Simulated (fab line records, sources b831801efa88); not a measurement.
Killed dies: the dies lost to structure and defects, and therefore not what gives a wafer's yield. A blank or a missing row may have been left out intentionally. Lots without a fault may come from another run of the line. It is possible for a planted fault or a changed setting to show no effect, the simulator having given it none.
Which tool was responsible? || flow gf180mcu || 18 wafers from 6 lots sampled at 3 of the route's 602 steps

WHAT THE GAUGES READ, wafer by wafer
GF_VT_IMPLANT_RS_MEAS_46: measurement is done with a four-point probe.
{"lot": "L795", "measured": "day 8 03:57", "on": "film metro-03", "MVSD_RS (ohm/sq)": "457.8 457.4 457.3"}
{"lot": "L797", "measured": "day 8 15:11", "on": "film metro-01", "MVSD_RS (ohm/sq)": "457.9 456.2 457.7"}
{"lot": "L800", "measured": "day 9 22:26", "on": "film metro-03", "MVSD_RS (ohm/sq)": "457.3 455.6 456.7"}
{"lot": "L810", "measured": "day 12 11:05", "on": "film metro-01", "MVSD_RS (ohm/sq)": "471.5 472.0 471.2"}
{"lot": "L812", "measured": "day 13 00:50", "on": "film metro-01", "MVSD_RS (ohm/sq)": "456.9 457.1 455.9"}
{"lot": "L814", "measured": "day 13 11:37", "on": "film metro-01", "MVSD_RS (ohm/sq)": "457.5 458.4 457.6"}

EACH LOT AND THE TOOL THAT RAN IT (in order: tool; ch and the chambers of the sampled wafers; start)
{"lot": "L795", "GF_MVSD_IMPLANT_08": "implanter-04 ch 0, day 4 21:52", "GF_MVSD_STRIP_10": "plasma asher-01 ch 0,1, day 4 22:10"}
{"lot": "L797", "GF_MVSD_IMPLANT_08": "implanter-01 ch 0, day 5 08:14", "GF_MVSD_STRIP_10": "plasma asher-02 ch 0,1, day 5 08:31"}
{"lot": "L800", "GF_MVSD_IMPLANT_08": "implanter-04 ch 0, day 6 11:47", "GF_MVSD_STRIP_10": "plasma asher-03 ch 0,1, day 6 12:03"}
{"lot": "L810", "GF_MVSD_IMPLANT_08": "implanter-04 ch 0, day 8 14:25", "GF_MVSD_STRIP_10": "plasma asher-02 ch 0,1, day 8 14:43"}
{"lot": "L812", "GF_MVSD_IMPLANT_08": "implanter-02 ch 0, day 9 02:06", "GF_MVSD_STRIP_10": "plasma asher-02 ch 0,1, day 9 02:24"}
{"lot": "L814", "GF_MVSD_IMPLANT_08": "implanter-01 ch 0, day 9 13:04", "GF_MVSD_STRIP_10": "plasma asher-02 ch 0,1, day 9 13:22"}
- GF_MVSD_IMPLANT_08
- GF_MVSD_STRIP_10: strips in O2/N2.

THE ANSWER, worked out from the rows above alone
Rule: the lots themselves supply what counts as usual. Put in order of their means at a reading, lots are off if they are a third of the lots or fewer, leave a main group of 4 or more, and stand apart from it by a gap of 3 or more times the standard deviation of the main group's means; of several such gaps the widest counts. A main group whose means are all the same, to the digits that the tables above print for the reading, isn't used. Also off: a lot with no number at a reading for which 4 or more lots have one. All remaining lots with rows at the step are treated as sound.
Off: at GF_VT_IMPLANT_RS_MEAS_46 (MVSD_RS), L810. The main group has a mean of 457.2 ohm/sq with a standard deviation of 0.5.
If a tool, at a process step before that reading, ran all the lots that are off and no sound lot after the first of them, it fits. The gauges at GF_VT_IMPLANT_RS_MEAS_46 are tried like those tools. One fits: implanter-04 at GF_MVSD_IMPLANT_08. A fault onset in the window from L800 (day 6 11:47, its last sound lot) to L810 (day 8 14:25, its first lot off) fits.

WHAT THE SIMULATOR PUT IN
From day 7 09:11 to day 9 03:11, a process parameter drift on implanter-04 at GF_MVSD_IMPLANT_08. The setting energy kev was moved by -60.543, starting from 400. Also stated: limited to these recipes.
Shown lots that were struck: L810. The same result came from the rule above.
